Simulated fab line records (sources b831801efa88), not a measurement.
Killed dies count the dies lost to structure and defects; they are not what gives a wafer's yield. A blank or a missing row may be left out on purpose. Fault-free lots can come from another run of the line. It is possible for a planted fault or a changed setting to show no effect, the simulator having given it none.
A single fault, viewed from 2 desks    flow sky130    what lay behind the numbers comes last; until then each desk has only its own

## THE METROLOGY DESK
Means of the sampled wafers that have a number, per lot and without regard to the tool the lot ran on: this is what the gauges read. The brackets show how far a lot's mean lies from the usual mean; more than 4 standard deviations puts the lot out of limits, marked OUT. Shown here are 7 of its 8 readings, the ones lying furthest out on some lot.
Columns: A = cd nm at SKY_POLY_GATE_CD_MEAS_13, usual 149.7 nm; B = POLY_GATE_OXIDATION_THK at SKY_POLY_GATE_THK_MEAS_21, usual 4.02 nm; C = cd nm at SKY_POLY_GATE_CD_MEAS_22, usual 151 nm; D = LDD_N_OVL at SKY_LDD_N_OVL_MEAS_07, usual -1.3 nm; E = LDD_N_TW at SKY_LDD_N_TW_MEAS_17, usual 2621; F = cd nm at SKY_LDD_P_CD_MEAS_07, usual 380.4 nm; G = LDD_P_OVL at SKY_LDD_P_OVL_MEAS_08, usual 0.0 nm
lot   first seen here  A      B     C    D     E     F      G
L550  day 16 15:50     149.4  3.93  150  -1.8  2661  383.7  0.6
L552  day 18 08:59     147.8  3.97  147  -1.4  2677  376.9  -1.0
L557  day 19 13:47     152.0  4.03  156  -0.2  2597  382.1  0.9
L560  day 20 15:41     150.6  4.03  153  -0.8  2641  380.0  -2.0
L566  day 22 15:11     150.4  4.01  153  -3.1  2590  380.6  -0.4
L567  day 23 01:42     151.2  4.05  153  -2.8  2583  379.8  -1.0
Finding of this desk: none of the 6 lots has anything out of limits.

## THE TOOL OWNER'S DESK: furnace-02
The tool's own readings at SKY_POLY_GATE_OXIDATION_20 (stabilise 600 s, purge 300 s, target thk 4 nm): means of the sampled wafers that have a number, for each lot that ran on this tool. The brackets show how far a lot's mean lies from the usual mean; more than 4 standard deviations puts the lot out of limits, marked OUT.
Columns: A = spike tc top C at SKY_POLY_GATE_OXIDATION_20, usual 859.8 C
lot   first seen here  A
L550  day 16 17:52     858.7
L557  day 19 14:24     858.7
L560  day 20 16:14     859.1
Finding of this desk: none of the 3 lots has anything out of limits.

## TAKEN TOGETHER
Nothing out of limits was seen by the metrology desk.
Nothing out of limits was seen by the tool owner's desk.

## WHAT WAS PUT IN BY THE SIMULATOR
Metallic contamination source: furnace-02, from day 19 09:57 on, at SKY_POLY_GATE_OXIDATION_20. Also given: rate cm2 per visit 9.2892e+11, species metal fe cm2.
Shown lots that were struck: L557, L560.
